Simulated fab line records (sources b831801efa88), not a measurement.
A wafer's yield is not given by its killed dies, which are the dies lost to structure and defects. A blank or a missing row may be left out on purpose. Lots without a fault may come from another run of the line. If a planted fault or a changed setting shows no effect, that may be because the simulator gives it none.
A struck lot beside a sound one + flow sky130 + 15 out of 708 route steps
Sound: the wafers L153.2, L153.3, L153.4. The struck wafers were L146.2, L146.4, L146.5. Last of all comes the cause.
At each step with rows: each side's tool, then ch and its chambers, then its first start. Under that, the readings that differ: sound wafers + struck wafers + difference of the means + sigmas: that difference in standard deviations of wafers without a fault.
alike: a reading whose means differ by less than 2 such deviations, as well as words and numbers matching on both sides. not compared: withheld readings; readings where some wafer has no value; bounds like >300 that might hide an equal value; numbers whose values overlap and for which the record gives no deviation.
The two part at a step that has a row with sigmas, a row that says differs or no value, or rows on one side only. When numbers do not overlap yet have no deviation, they are printed without sigmas and do not part them. A reading that every wafer of one side lacks parts them only if that side has two wafers or more.

first, 6 steps without rows for these wafers: SKY_LDD_N_HMDS_01 (prime time 60 s); SKY_LDD_N_COAT_02 (resist thk 300 nm); SKY_LDD_N_SOFTBAKE_03 (time 60 s); SKY_LDD_N_EXPOSE_04 (exposes mask NTM, target cd 840 nm); SKY_LDD_N_PEB_05; SKY_LDD_N_DEVELOP_06 (develop time 60 s).
SKY_LDD_N_OVL_MEAS_07:
  sound on overlay-01 at day 25 00:12; struck on overlay-01 at day 21 11:25
| reading        | sound          | struck      | difference | sigmas |
|----------------|----------------|-------------|------------|--------|
| LDD_N_OVL (nm) | -1.3 -2.0 -2.3 | 2.2 2.9 0.7 | +3.8       | +3     |
then, 5 steps without rows for these wafers: SKY_LDD_N_IMPLANT_08; SKY_LDD_N_IMPLANT_09; SKY_LDD_N_IMPLANT_10; SKY_LDD_N_IMPLANT_11; SKY_LDD_N_IMPLANT_12.
SKY_LDD_N_IMPLANT_13:
  sound on implanter-03 ch 0, day 25 01:01; struck on implanter-04 ch 0, day 21 12:13
| reading               | sound                | struck               | difference | sigmas      |
|-----------------------|----------------------|----------------------|------------|-------------|
| rotationDeg (degrees) | 90.008 90.016 90.030 | 297.55 297.58 297.59 | +207.56    | +99 or more |
next, for these wafers, 1 step has no rows: SKY_LDD_N_IMPLANT_14.
-- record jumps: 27 days separate the struck wafers' starts on either side; left off in module LDD_N, taken up again in module PAD_OPEN, whose first shown step is the route's number 708 --
SKY_PAD_OPEN_PROBE_99:
  sound on prober-02 at day 50 11:25; struck on prober-02 at day 48 04:08
| reading                                  | sound                | struck               | difference | sigmas |
|------------------------------------------|----------------------|----------------------|------------|--------|
| model.etest.nfet_01v8_turned.vtSatV (V)  | 0.6376 0.6349 0.6411 | 0.6978 0.7049 0.693  | +0.0607    |        |
| model.etest.nfet_01v8_lvt.vtSatV (V)     | 0.5244 0.527 0.5318  | 0.5418 0.554 0.5427  | +0.0184    |        |
| model.etest.nfet_01v8_swapped.vtSatV (V) | 0.6327 0.6389 0.643  | 0.6247 0.631 0.6253  | -0.0112    |        |
| model.etest.nfet_01v8_turned.vtV (V)     | 0.6906 0.6901 0.696  | 0.7114 0.7164 0.7103 | +0.0205    |        |
| model.etest.nfet_01v8.vtSatV (V)         | 0.6354 0.636 0.6413  | 0.656 0.6617 0.6532  | +0.019     |        |
  alike: killed_at_M0_to_M3, killed_at_M4_up, killedAtContacts, killedAtFrontEnd, killedAtOther, killedDies, killedOpen, killedShort

## WHERE THEY PART
At SKY_LDD_N_OVL_MEAS_07 first; at SKY_LDD_N_IMPLANT_13 last (within this record only). Later steps at which nothing parts them and some readings are alike: SKY_PAD_OPEN_PROBE_99.

WHY: what had been put in by the simulator
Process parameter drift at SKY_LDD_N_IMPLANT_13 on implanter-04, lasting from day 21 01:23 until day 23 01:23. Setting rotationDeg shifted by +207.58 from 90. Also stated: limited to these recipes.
